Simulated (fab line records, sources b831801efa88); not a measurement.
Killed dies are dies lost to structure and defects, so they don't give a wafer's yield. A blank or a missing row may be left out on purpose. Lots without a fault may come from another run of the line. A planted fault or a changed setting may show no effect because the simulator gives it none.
fab line records | flow sfq_line
record lots=5 wafers=23
route steps=325 shown INCOMING@2 L0@6 L0V@18 M0@32 I0@51 M1@65 I1@77 M2@93
start_h: hours from the record's first day to the start of the lot's first wafer shown | wait_h: hours since the lot's step before | " the same as in the row above | L1.1+2: a row that stands for several wafers | - no value, or no start given | * or withheld: withheld | < > ~ a bound
route shown NAME@n: a module of which the file shows steps, and the number in the route of the first | usual: mean/standard deviation of fault-free wafers | same: alike in all rows | chamber/n: place in a boat | sites: the reading at each site | _std_site: their standard deviation | _edge_site: outer sites' mean less inner sites' | radius_mm: how far each site lies from the wafer's centre | mask NAME#n: copy n | behind: the tool/chamber that last shaped the wafer | hold: why the lot was held/for how many hours/how that ended | device: the transistor (n, p or np) that didn't switch | end of line: the same wafers' tests at the end of the route | a step without rows: its recipe alone | killed: dies lost to structure and defects at the first sort, not the wafer's yield | map: a wafer's dies, x killed, . not, _ none there
set.NAME: the setting as run; set.NAME@STEP: as run at that earlier step | model.NAME: the simulator's own value behind a step, which no gauge read
lots whose settings were changed on purpose; a table a step, a row a wafer
## steps
# step SFQ_TRILAYER_INCOMING_OXIDATION_002
# recipe temp_c=1000 ambient=H2O target_thk_a=5000 p_h2o_torr=720 ox_time_s=4939
# columns lot.wafer tool chamber start_h wait_h set.ox_time_s model.SiO2_of_TRILAYER_INCOMING_OXIDATION_002.thk_nm
L074.1 - - - 3.0 4384 463.6
L074.2 " - " " 4384 457.8
L074.3 " - " " 4384 468.5
L074.4 " - " " 4384 463.1
L074.5 " - " " 4384 468.9
L075.1 - - - 0.1 5561 528.6
L075.2 " - " " 5561 527.8
L075.3 " - " " 5561 533.7
L075.4 " - " " 5561 536.8
L075.6 " - " " 5561 530.3
L076.3 furnace-01 0 20.12 0.1 4939 514.5
L076.4 " 0 " " 4939 518
L076.6 " 0 " " 4939 523.5
L081.1 - - - 0.1 4939 500.9
L081.2 " - " " 4939 505
L081.3 " - " " 4939 501
L081.4 " - " " 4939 498.2
L081.6 " - " " 4939 504.2
L084.1 - - - 0.1 5165 520.5
L084.2 " - " " 5165 521.5
L084.3 " - " " 5165 517.3
L084.4 " - " " 5165 524.4
L084.5 " - " " 5165 523.2
# step SFQ_TRILAYER_L0_LITHO_COAT_010
# recipe resist=BARC spin_rpm=3000 resist_thk_nm=62
# columns lot.wafer tool chamber start_h wait_h set.resist_thk_nm model.BARC_of_TRILAYER_L0_LITHO_COAT_010.thk_nm
L074.1 litho_track-02 0 15.63 0.1 59.66 59.8
L074.2 " 0 " " 62 62.07
L074.3 " 0 " " 59.66 59.75
L074.4 " 0 " " 59.66 59.72
L074.5 " 0 " " 62 61.92
L075.1 litho_track-02 0 17.74 0.1 59.09 59.05
L075.2 " 0 " " 59.09 59.11
L075.3 " 0 " " 59.09 59.32
L075.4 " 0 " " 62 61.97
L075.6 " 0 " " 62 61.85
L076.3 litho_track-04 0 22.97 0.3 62 61.96
L076.4 " 0 " " 62 62.04
L076.6 " 0 " " 62 62.06
L081.1 litho_track-02 0 47.74 0.1 62 61.89
L081.2 " 0 " " 62 62.03
L081.3 " 0 " " 60.25 60.18
L081.4 " 0 " " 60.25 60.1
L081.6 " 0 " " 62 61.95
L084.1 litho_track-04 0 62.74 0.1 65.44 65.33
L084.2 " 0 " " 62 61.8
L084.3 " 0 " " 62 61.81
L084.4 " 0 " " 65.44 65.25
L084.5 " 0 " " 62 61.77
# step SFQ_TRILAYER_L0_LITHO_COAT_005
# recipe resist=KrF spin_rpm=3000 resist_thk_nm=600
# step SFQ_TRILAYER_L0_LITHO_SOFTBAKE_009
# recipe temp_c=withheld time_s=withheld resist=KrF
# step SFQ_TRILAYER_L0_LITHO_PEB_008
# recipe peb_temp_c=115 peb_time_s=60 resist=KrF
# step SFQ_TRILAYER_L0_LITHO_DEVELOP_007
# recipe time_s=60 resist=KrF
# step SFQ_TRILAYER_L0_BARC_OPEN_METAL_ETCH_010
# recipe mask_material=PR chemistry=O2 target_depth_nm=125 target=BARC icp_w=600 bias_w=80 pressure_mtorr=10 time_s=41.7
# columns lot.wafer tool chamber start_h wait_h set.resist_thk_nm@TRILAYER_L0_LITHO_COAT_010 model.etch.depth_nm
L074.1 rie_metal-01 0 73.33 0.1 59.66 59.8
L074.2+5 " 1,0 " " 62 -
L074.3 " 1 " " 59.66 59.75
L074.4 " 0 " " 59.66 -
L075.1 rie_metal-01 0 78.35 0.3 59.09 59.05
L075.2 " 1 " " 59.09 59.11
L075.3 " 0 " " 59.09 59.32
L075.4 " 1 " " 62 61.97
L075.6 " 0 " " 62 61.85
L076.3 rie_metal-01 1 84.09 0.1 62 61.96
L076.4 " 0 " " 62 62.04
L076.6 " 1 " " 62 62.06
L081.1 rie_metal-02 1 122.32 0.1 62 61.89
L081.2+6 " 0 " " 62 -
L081.3 " 0 " " 60.25 60.18
L081.4 " 1 " " 60.25 -
L084.1 rie_metal-03 1 138.00 0.1 65.44 65.33
L084.2 " 0 " " 62 61.8
L084.3 " 1 " " 62 61.81
L084.4 " 0 " " 65.44 65.25
L084.5 " 1 " " 62 61.77
# step SFQ_TRILAYER_L0_VIA_LITHO_COAT_013
# recipe resist=KrF spin_rpm=3000 resist_thk_nm=650
# columns lot.wafer tool chamber start_h wait_h set.spin_rpm model.KrF_of_TRILAYER_L0_VIA_LITHO_COAT_013.thk_nm
L074.1 litho_track-01 0 74.53 0.2 2926 659.1
L074.2 " 0 " " 3000 651.6
L074.3 " 0 " " 3000 648.9
L074.4 " 0 " " 2926 657.6
L074.5 " 0 " " 2926 659.5
L075.1 litho_track-01 0 79.55 0.2 3000 647.8
L075.2 " 0 " " 3000 647.9
L075.3 " 0 " " 2863 662.6
L075.4 " 0 " " 2863 662.1
L075.6 " 0 " " 2863 662.5
L076.3 litho_track-01 0 85.38 0.2 3000 647.5
L076.4 " 0 " " 3000 651
L076.6 " 0 " " 3000 648.8
L081.1 litho_track-02 0 123.53 0.2 3000 649.5
L081.2 " 0 " " 2897 660.3
L081.3 " 0 " " 2897 661.2
L081.4 " 0 " " 3000 649
L081.6 " 0 " " 2897 659.7
L084.1 litho_track-01 0 139.35 0.2 3063 643
L084.2 " 0 " " 3000 649.9
L084.3 " 0 " " 3000 651.5
L084.4 " 0 " " 3000 650.7
L084.5 " 0 " " 3063 642.1
# step SFQ_TRILAYER_L0_VIA_LITHO_SOFTBAKE_017
# recipe temp_c=withheld time_s=withheld resist=KrF
# step SFQ_TRILAYER_L0_VIA_LITHO_EXPOSE_014
# recipe mask_id=L0V na=0.6 source_shape=conventional sigma_outer=0.65 target_cd_nm=700 dose_mj=21.3
# step SFQ_TRILAYER_L0_VIA_LITHO_DEVELOP_015
# recipe time_s=60 resist=KrF
# step SFQ_TRILAYER_L0_VIA_BARC_OPEN_VIA_ETCH_021
# recipe mask_material=PR chemistry=O2 target_depth_nm=125 target=BARC source_w=500 bias_w=80 pressure_mtorr=30 time_s=41.7
# columns lot.wafer tool chamber start_h wait_h set.spin_rpm@TRILAYER_L0_VIA_LITHO_COAT_013 model.KrF_of_TRILAYER_L0_VIA_LITHO_COAT_013.thk_nm
L074.1 rie_diel-03 2 146.44 0.0 2926 581.7
L074.2 " 3 " " 3000 576.7
L074.3 " 0 " " 3000 572.4
L074.4 " 1 " " 2926 582.6
L074.5 " 3 " " 2926 584.8
L075.1 rie_diel-03 0 154.84 0.0 3000 571.5
L075.2 " 2 " " 3000 570.9
L075.3 " 3 " " 2863 587.7
L075.4 " 1 " " 2863 586.5
L075.6 " 3 " " 2863 587.6
L076.3 rie_diel-03 3 164.44 0.0 3000 572.6
L076.4 " 1 " " 3000 575.5
L076.6 " 2 " " 3000 571.2
L081.1 rie_diel-01 1 210.04 0.0 3000 573.6
L081.2 " 0 " " 2897 585.7
L081.3 " 3 " " 2897 585
L081.4 " 2 " " 3000 574.4
L081.6 " 1 " " 2897 584.2
L084.1 rie_diel-01 2 232.84 0.0 3063 568.3
L084.2 " 1 " " 3000 573.9
L084.3 " 3 " " 3000 575.5
L084.4 " 3 " " 3000 574.3
L084.5 " 1 " " 3063 566.1
# step SFQ_TRILAYER_M0_LITHO_COAT_026
# recipe resist=BARC spin_rpm=3000 resist_thk_nm=62
# columns lot.wafer tool chamber start_h wait_h set.spin_rpm model.BARC_of_TRILAYER_M0_LITHO_COAT_026.thk_nm
L074.1 litho_track-04 0 147.61 0.1 3000 62
L074.2 " 0 " " 3000 62.03
L074.3 " 0 " " 3000 62.19
L074.4 " 0 " " 3000 61.83
L074.5 " 0 " " 3000 61.99
L075.1 litho_track-01 0 155.99 0.1 3165 60.01
L075.2 " 0 " " 3000 61.62
L075.3 " 0 " " 3000 61.67
L075.4 " 0 " " 3165 59.97
L075.6 " 0 " " 3000 61.5
L076.3 litho_track-03 0 165.69 0.1 3000 62.3
L076.4 " 0 " " 3000 62.18
L076.6 " 0 " " 3000 62.16
L081.1 litho_track-04 0 212.19 0.1 2826 63.59
L081.2+6 " 0 " " 3000 61.72
L081.3 " 0 " " 2826 63.54
L081.4 " 0 " " 3000 61.88
L084.1 litho_track-01 0 233.99 0.1 3000 62.27
L084.2+3 " 0 " " 3000 62.35
L084.4 " 0 " " 3000 62.31
L084.5 " 0 " " 3000 62.21
# step SFQ_TRILAYER_I0_VIA_LITHO_PEB_034
# recipe peb_temp_c=115 peb_time_s=60 resist=KrF
# columns lot.wafer tool chamber start_h wait_h set.peb_time_s
L074.1+2+3+4+5 litho_track-01 0 254.10 1.0 60
L075.1+3+6 litho_track-01 0 263.70 1.0 60
L075.2+4 " 0 " " 64.63
L076.3+4+6 litho_track-01 0 278.67 0.7 60
L081.1+2+3 litho_track-04 0 329.45 1.0 53.17
L081.4+6 " 0 " " 60
L084.1+2+3 litho_track-02 0 355.85 1.0 66.98
L084.4+5 " 0 " " 60
# step SFQ_TRILAYER_I0_VIA_BARC_OPEN_VIA_ETCH_046
# recipe mask_material=PR chemistry=O2 target_depth_nm=125 target=BARC source_w=500 bias_w=80 pressure_mtorr=30 time_s=41.7
# usual oes_product_au=0.684/0.0041
# columns lot.wafer tool chamber start_h wait_h set.time_s set.peb_time_s@TRILAYER_I0_VIA_LITHO_PEB_034 oes_product_au model.I0.cd_nm
L074.1 rie_diel-03 1 254.44 0.0 41.7 60 0.691 502.4
L074.2 " 0 " " 45.58 60 0.661 502.5
L074.3 " 3 " " 41.7 60 0.682 500.2
L074.4 " 0 " " 45.58 60 0.672 503.1
L074.5 " 1 " " 41.7 60 0.680 501.7
L075.1 rie_diel-04 3 264.04 0.0 38.69 60 0.712 498.5
L075.2 " 2 " " 38.69 64.63 0.710 508.2
L075.3 " 1 " " 41.7 60 0.693 499.4
L075.4 " 0 " " 41.7 64.63 0.686 510.8
L075.6 " 1 " " 38.69 60 0.703 498.7
L076.3 rie_diel-04 0 278.96 0.0 41.7 60 0.681 502.6
L076.4 " 3 " " 41.7 60 0.683 500.8
L076.6 " 3 " " 41.7 60 0.680 500.9
L081.1 rie_diel-04 2 329.79 0.0 41.7 53.17 0.681 482.9
L081.2 " 1 " " 41.7 53.17 0.681 483.9
L081.3 " 0 " " 41.7 53.17 0.683 485.2
L081.4 " 3 " " 41.7 60 0.689 501.6
L081.6 " 2 " " 41.7 60 0.685 501
L084.1 rie_diel-03 2 356.19 0.0 36.67 66.98 0.730 516.2
L084.2 " 1 " " 36.67 66.98 0.728 514.7
L084.3 " 0 " " 41.7 66.98 0.684 515.8
L084.4 " 3 " " 41.7 60 0.683 500.1
L084.5 " 2 " " 41.7 60 0.686 501.3
# step SFQ_TRILAYER_M1_LITHO_EXPOSE_040
# recipe mask_id=M1 na=0.6 source_shape=conventional sigma_outer=0.65 target_cd_nm=500 dose_mj=14.4
# columns lot.wafer tool chamber start_h wait_h mask set.dose_mj
L074.1+2+3 krf_scanner-02 0 269.02 - M1#0 15.06
L074.4+5 " 0 " " M1#0 14.4
L075.1+2+3+4+6 krf_scanner-01 0 289.00 - M1#0 14.4
L076.3+4+6 krf_scanner-01 0 293.00 - M1#0 14.4
L081.1+2 krf_scanner-02 0 332.20 - M1#0 14.4
L081.3+4+6 " 0 " " M1#0 15.3
L084.1+4 krf_scanner-02 0 369.78 - M1#0 15.13
L084.2+3+5 " 0 " " M1#0 14.4
# step SFQ_TRILAYER_M1_LITHO_PEB_042
# recipe peb_temp_c=115 peb_time_s=60 resist=KrF
# step SFQ_TRILAYER_M1_LITHO_DEVELOP_041
# recipe time_s=60 resist=KrF
# step SFQ_TRILAYER_M1_BARC_OPEN_METAL_ETCH_054
# recipe mask_material=PR chemistry=O2 target_depth_nm=125 target=BARC icp_w=600 bias_w=80 pressure_mtorr=10 time_s=41.7
# columns lot.wafer tool chamber start_h wait_h set.dose_mj@TRILAYER_M1_LITHO_EXPOSE_040 model.M1.cd_nm
L074.1 rie_metal-02 0 270.56 0.0 15.06 492.4
L074.2 " 1 " " 15.06 492.6
L074.3 " 0 " " 15.06 492.5
L074.4 " 1 " " 14.4 499.6
L074.5 " 0 " " 14.4 499.5
L075.1 rie_metal-03 1 290.54 0.0 14.4 499.1
L075.2 " 0 " " 14.4 499.3
L075.3 " 1 " " 14.4 499.5
L075.4 " 0 " " 14.4 499.7
L075.6 " 0 " " 14.4 500.4
L076.3 rie_metal-03 0 294.16 0.0 14.4 500.3
L076.4 " 1 " " 14.4 500.8
L076.6 " 1 " " 14.4 500.6
L081.1 rie_metal-02 0 333.73 0.0 14.4 497
L081.2 " 1 " " 14.4 497.5
L081.3 " 0 " " 15.3 490
L081.4 " 1 " " 15.3 487.4
L081.6 " 1 " " 15.3 488.5
L084.1 rie_metal-02 0 371.32 0.0 15.13 492.9
L084.2 " 1 " " 14.4 501.1
L084.3+5 " 0 " " 14.4 501.3
L084.4 " 1 " " 15.13 493.3
# step SFQ_TRILAYER_M1_ETCH_METAL_ETCH_042
# recipe target=Nb stop_on=SiO2 mask_material=PR chemistry=Cl2/Ar target_depth_nm=240 icp_w=600 bias_w=80 pressure_mtorr=10 time_s=120
# columns lot.wafer tool chamber start_h wait_h set.dose_mj@TRILAYER_M1_LITHO_EXPOSE_040 model.M1.cd_nm
L074.1 rie_metal-02 0 270.62 0.0 15.06 492.4
L074.2 " 1 " " 15.06 495.3
L074.3 " 0 " " 15.06 492.1
L074.4 " 1 " " 14.4 501.3
L074.5 " 0 " " 14.4 500
L075.1 rie_metal-03 1 290.60 0.0 14.4 498.5
L075.2 " 0 " " 14.4 497.3
L075.3 " 1 " " 14.4 498.4
L075.4+6 " 0 " " 14.4 497.9
L076.3 rie_metal-03 0 294.24 0.1 14.4 498.8
L076.4 " 1 " " 14.4 500.7
L076.6 " 1 " " 14.4 499.7
L081.1 rie_metal-02 0 333.79 0.0 14.4 495.3
L081.2 " 1 " " 14.4 498
L081.3+4 " 0,1 " " 15.3 489
L081.6 " 1 " " 15.3 489.6
L084.1 rie_metal-02 0 371.38 0.0 15.13 492
L084.2 " 1 " " 14.4 503.7
L084.3 " 0 " " 14.4 501
L084.4 " 1 " " 15.13 495.2
L084.5 " 0 " " 14.4 500.2
# step SFQ_TRILAYER_I1_VIA_LITHO_COAT_054
# recipe resist=BARC spin_rpm=3000 resist_thk_nm=62
# columns lot.wafer tool chamber start_h wait_h set.resist_thk_nm model.BARC_of_TRILAYER_I1_VIA_LITHO_COAT_054.thk_nm
L074.1 litho_track-01 0 279.37 1.0 62 62.25
L074.2 " 0 " " 61.07 61.27
L074.3 " 0 " " 62 62.21
L074.4 " 0 " " 62 62.24
L074.5 " 0 " " 61.07 61.22
L075.1 litho_track-01 0 295.89 1.0 62 62.34
L075.2 " 0 " " 62 62.41
L075.3 " 0 " " 62 62.62
L075.4 " 0 " " 58.67 58.98
L075.6 " 0 " " 58.67 59
L076.3 litho_track-01 0 300.19 0.7 62 62.36
L076.4 " 0 " " 62 62.05
L076.6 " 0 " " 62 62.19
L081.1 litho_track-03 0 339.09 1.0 62 61.74
L081.2 " 0 " " 62.96 62.8
L081.3 " 0 " " 62 61.86
L081.4 " 0 " " 62 61.64
L081.6 " 0 " " 62.96 62.77
L084.1 litho_track-01 0 383.95 1.0 62 62.21
L084.2 " 0 " " 64.5 64.7
L084.3 " 0 " " 62 62.08
L084.4 " 0 " " 64.5 64.72
L084.5 " 0 " " 64.5 64.82
# step SFQ_TRILAYER_I1_VIA_LITHO_COAT_049
# recipe resist=KrF spin_rpm=3000 resist_thk_nm=650
# columns lot.wafer tool chamber start_h wait_h set.spin_rpm model.KrF_of_TRILAYER_I1_VIA_LITHO_COAT_049.thk_nm
L074.1 litho_track-01 0 279.67 0.2 3000 652.4
L074.2 " 0 " " 3000 653
L074.3 " 0 " " 3067 644.3
L074.4 " 0 " " 3067 645.5
L074.5 " 0 " " 3067 645.4
L075.1 litho_track-01 0 296.19 0.2 3000 649.5
L075.2 " 0 " " 3000 651.4
L075.3+4 " 0 " " 3000 648.5
L075.6 " 0 " " 3000 649.1
L076.3 litho_track-01 0 300.49 0.2 3000 651.1
L076.4 " 0 " " 3000 649.3
L076.6 " 0 " " 3000 650.9
L081.1 litho_track-03 0 339.39 0.2 3000 647.5
L081.2 " 0 " " 3169 631
L081.3 " 0 " " 3169 629.9
L081.4 " 0 " " 3169 629.6
L081.6 " 0 " " 3000 645
L084.1 litho_track-01 0 384.25 0.2 3000 652.1
L084.2 " 0 " " 3000 652.7
L084.3 " 0 " " 3000 652.8
L084.4 " 0 " " 3000 652.3
L084.5 " 0 " " 3000 651
# step SFQ_TRILAYER_I1_VIA_LITHO_SOFTBAKE_053
# recipe temp_c=withheld time_s=withheld resist=KrF
# step SFQ_TRILAYER_I1_VIA_LITHO_EXPOSE_050
# recipe mask_id=I1 na=0.6 source_shape=conventional sigma_outer=0.65 target_cd_nm=500 dose_mj=21.3
# step SFQ_TRILAYER_I1_VIA_LITHO_DEVELOP_051
# recipe time_s=60 resist=KrF
# step SFQ_TRILAYER_I1_VIA_BARC_OPEN_VIA_ETCH_071
# recipe mask_material=PR chemistry=O2 target_depth_nm=125 target=BARC source_w=511.5 bias_w=80 pressure_mtorr=30 time_s=41.7
# columns lot.wafer tool chamber start_h wait_h set.resist_thk_nm@TRILAYER_I1_VIA_LITHO_COAT_054 set.spin_rpm@TRILAYER_I1_VIA_LITHO_COAT_049 model.KrF_of_TRILAYER_I1_VIA_LITHO_COAT_049.thk_nm model.etch.depth_nm
L074.1 rie_diel-01 1 394.59 0.0 62 3000 575.1 62.25
L074.2 " 0 " " 61.07 3000 575.6 -
L074.3 " 2 " " 62 3067 567.9 62.21
L074.4 " 3 " " 62 3067 567.7 -
L074.5 " 0 " " 61.07 3067 568 -
L075.1 rie_diel-02 0 420.99 0.0 62 3000 570.9 62.34
L075.2 " 2 " " 62 3000 571.8 62.41
L075.3 " 1 " " 62 3000 568.5 62.62
L075.4 " 3 " " 58.67 3000 569 58.98
L075.6 " 0 " " 58.67 3000 570.5 59
L076.3 rie_diel-01 3 426.99 0.0 62 3000 573.3 62.36
L076.4 " 0 " " 62 3000 572.1 62.05
L076.6 " 0 " " 62 3000 573.7 62.19
L081.1 rie_diel-03 0 490.52 0.0 62 3000 568.4 61.74
L081.2 " 2 " " 62.96 3169 551.5 -
L081.3 " 1 " " 62 3169 551.7 61.86
L081.4 " 3 " " 62 3169 552.6 -
L081.6 " 1 " " 62.96 3000 566.5 -
L084.1 rie_diel-01 3 538.52 0.0 62 3000 572.2 62.21
L084.2 " 2 " " 64.5 3000 576 64.7
L084.3 " 0 " " 62 3000 574.5 62.08
L084.4 " 0 " " 64.5 3000 573.9 64.72
L084.5 " 2 " " 64.5 3000 574.1 64.82
# step SFQ_TRILAYER_I1_VIA_ETCH_VIA_ETCH_052
# recipe target=SiO2 stop_on=Nb mask_material=PR taper_deg=20 chemistry=CHF3 target_depth_nm=260 source_w=500 bias_w=80 pressure_mtorr=30 time_s=withheld
# columns lot.wafer tool chamber start_h wait_h set.source_w set.spin_rpm@TRILAYER_I1_VIA_LITHO_COAT_049 model.KrF_of_TRILAYER_I1_VIA_LITHO_COAT_049.thk_nm
L074.1 rie_diel-01 1 394.63 0.0 500 3000 530.4
L074.2 " 0 " " 536.3 3000 529.9
L074.3 " 2 " " 536.3 3067 522.4
L074.4 " 3 " " 536.3 3067 521.6
L074.5 " 0 " " 500 3067 523.3
L075.1+2 rie_diel-02 0,2 421.03 0.0 500 3000 526
L075.3 " 1 " " 500 3000 522.8
L075.4 " 3 " " 500 3000 523.3
L075.6 " 0 " " 500 3000 525.6
L076.3 rie_diel-01 3 427.03 0.0 500 3000 528.1
L076.4 " 0 " " 500 3000 527.8
L076.6 " 0 " " 500 3000 529.5
L081.1 rie_diel-03 0 490.56 0.0 546.3 3000 521.6
L081.2 " 2 " " 500 3169 505.4
L081.3 " 1 " " 546.3 3169 505
L081.4 " 3 " " 500 3169 508.3
L081.6 " 1 " " 546.3 3000 520.1
L084.1 rie_diel-01 3 538.56 0.0 465.1 3000 527.8
L084.2 " 2 " " 465.1 3000 533.7
L084.3 " 0 " " 500 3000 530.7
L084.4 " 0 " " 500 3000 530.6
L084.5 " 2 " " 465.1 3000 531.6
# step SFQ_TRILAYER_M2_LITHO_COAT_057
# recipe resist=KrF spin_rpm=3000 resist_thk_nm=600
# columns lot.wafer tool chamber start_h wait_h set.resist_thk_nm model.KrF_of_TRILAYER_M2_LITHO_COAT_057.thk_nm
L074.1 litho_track-03 0 396.11 0.2 600 598
L074.2 " 0 " " 600 598.8
L074.3 " 0 " " 600 599.6
L074.4 " 0 " " 600 598.2
L074.5 " 0 " " 600 596.8
L075.1 litho_track-03 0 422.51 0.2 600 599.9
L075.2 " 0 " " 600 598
L075.3 " 0 " " 600 600
L075.4 " 0 " " 600 600.6
L075.6 " 0 " " 600 598.7
L076.3 litho_track-01 0 428.61 0.2 600 602
L076.4 " 0 " " 600 601.9
L076.6 " 0 " " 600 601.6
L081.1 litho_track-04 0 492.04 0.2 600 600.1
L081.2 " 0 " " 567.5 568
L081.3 " 0 " " 600 601.7
L081.4 " 0 " " 567.5 567.4
L081.6 " 0 " " 567.5 569.2
L084.1 litho_track-04 0 540.06 0.2 629.8 625.8
L084.2 " 0 " " 600 599.1
L084.3 " 0 " " 600 597.2
L084.4 " 0 " " 629.8 627.6
L084.5 " 0 " " 629.8 625.3
## key
split step=SFQ_TRILAYER_INCOMING_OXIDATION_002 setting=ox_time_s stated=4939 by=lot
response step=SFQ_TRILAYER_INCOMING_OXIDATION_002 reading=model.SiO2_of_TRILAYER_INCOMING_OXIDATION_002.thk_nm change=+2.87 per=1% r=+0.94
split step=SFQ_TRILAYER_L0_LITHO_COAT_010 setting=resist_thk_nm stated=62 by=wafer
response step=SFQ_TRILAYER_L0_LITHO_COAT_010 reading=model.BARC_of_TRILAYER_L0_LITHO_COAT_010.thk_nm change=+0.612 per=1% r=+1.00
response step=SFQ_TRILAYER_L0_BARC_OPEN_METAL_ETCH_010 reading=model.etch.depth_nm change=+0.612 per=1% r=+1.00
split step=SFQ_TRILAYER_L0_VIA_LITHO_COAT_013 setting=spin_rpm stated=3000 by=wafer
response step=SFQ_TRILAYER_L0_VIA_LITHO_COAT_013 reading=model.KrF_of_TRILAYER_L0_VIA_LITHO_COAT_013.thk_nm change=-3.31 per=1% r=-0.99
response step=SFQ_TRILAYER_L0_VIA_BARC_OPEN_VIA_ETCH_021 reading=model.KrF_of_TRILAYER_L0_VIA_LITHO_COAT_013.thk_nm change=-3.42 per=1% r=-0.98
split step=SFQ_TRILAYER_M0_LITHO_COAT_026 setting=spin_rpm stated=3000 by=wafer
response step=SFQ_TRILAYER_M0_LITHO_COAT_026 reading=model.BARC_of_TRILAYER_M0_LITHO_COAT_026.thk_nm change=-0.301 per=1% r=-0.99
split step=SFQ_TRILAYER_I0_VIA_LITHO_PEB_034 setting=peb_time_s stated=60 by=wafer
response step=SFQ_TRILAYER_I0_VIA_BARC_OPEN_VIA_ETCH_046 reading=model.I0.cd_nm change=+1.4 per=1% r=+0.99
split step=SFQ_TRILAYER_I0_VIA_BARC_OPEN_VIA_ETCH_046 setting=time_s stated=41.7 by=wafer
response step=SFQ_TRILAYER_I0_VIA_BARC_OPEN_VIA_ETCH_046 reading=oes_product_au change=-0.00294 per=1% r=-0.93
split step=SFQ_TRILAYER_M1_LITHO_EXPOSE_040 setting=dose_mj stated=14.4 by=wafer
response step=SFQ_TRILAYER_M1_BARC_OPEN_METAL_ETCH_054 reading=model.M1.cd_nm change=-1.48 per=1% r=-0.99
response step=SFQ_TRILAYER_M1_ETCH_METAL_ETCH_042 reading=model.M1.cd_nm change=-1.42 per=1% r=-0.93
split step=SFQ_TRILAYER_I1_VIA_LITHO_COAT_054 setting=resist_thk_nm stated=62 by=wafer
response step=SFQ_TRILAYER_I1_VIA_LITHO_COAT_054 reading=model.BARC_of_TRILAYER_I1_VIA_LITHO_COAT_054.thk_nm change=+0.647 per=1% r=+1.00
response step=SFQ_TRILAYER_I1_VIA_BARC_OPEN_VIA_ETCH_071 reading=model.etch.depth_nm change=+0.645 per=1% r=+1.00
split step=SFQ_TRILAYER_I1_VIA_LITHO_COAT_049 setting=spin_rpm stated=3000 by=wafer
response step=SFQ_TRILAYER_I1_VIA_LITHO_COAT_049 reading=model.KrF_of_TRILAYER_I1_VIA_LITHO_COAT_049.thk_nm change=-2.94 per=1% r=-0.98
response step=SFQ_TRILAYER_I1_VIA_BARC_OPEN_VIA_ETCH_071 reading=model.KrF_of_TRILAYER_I1_VIA_LITHO_COAT_049.thk_nm change=-2.83 per=1% r=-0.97
response step=SFQ_TRILAYER_I1_VIA_ETCH_VIA_ETCH_052 reading=model.KrF_of_TRILAYER_I1_VIA_LITHO_COAT_049.thk_nm change=-2.72 per=1% r=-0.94
split step=SFQ_TRILAYER_I1_VIA_ETCH_VIA_ETCH_052 setting=source_w stated=500 by=wafer
response none clear
split step=SFQ_TRILAYER_M2_LITHO_COAT_057 setting=resist_thk_nm stated=600 by=wafer
response step=SFQ_TRILAYER_M2_LITHO_COAT_057 reading=model.KrF_of_TRILAYER_M2_LITHO_COAT_057.thk_nm change=+5.86 per=1% r=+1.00
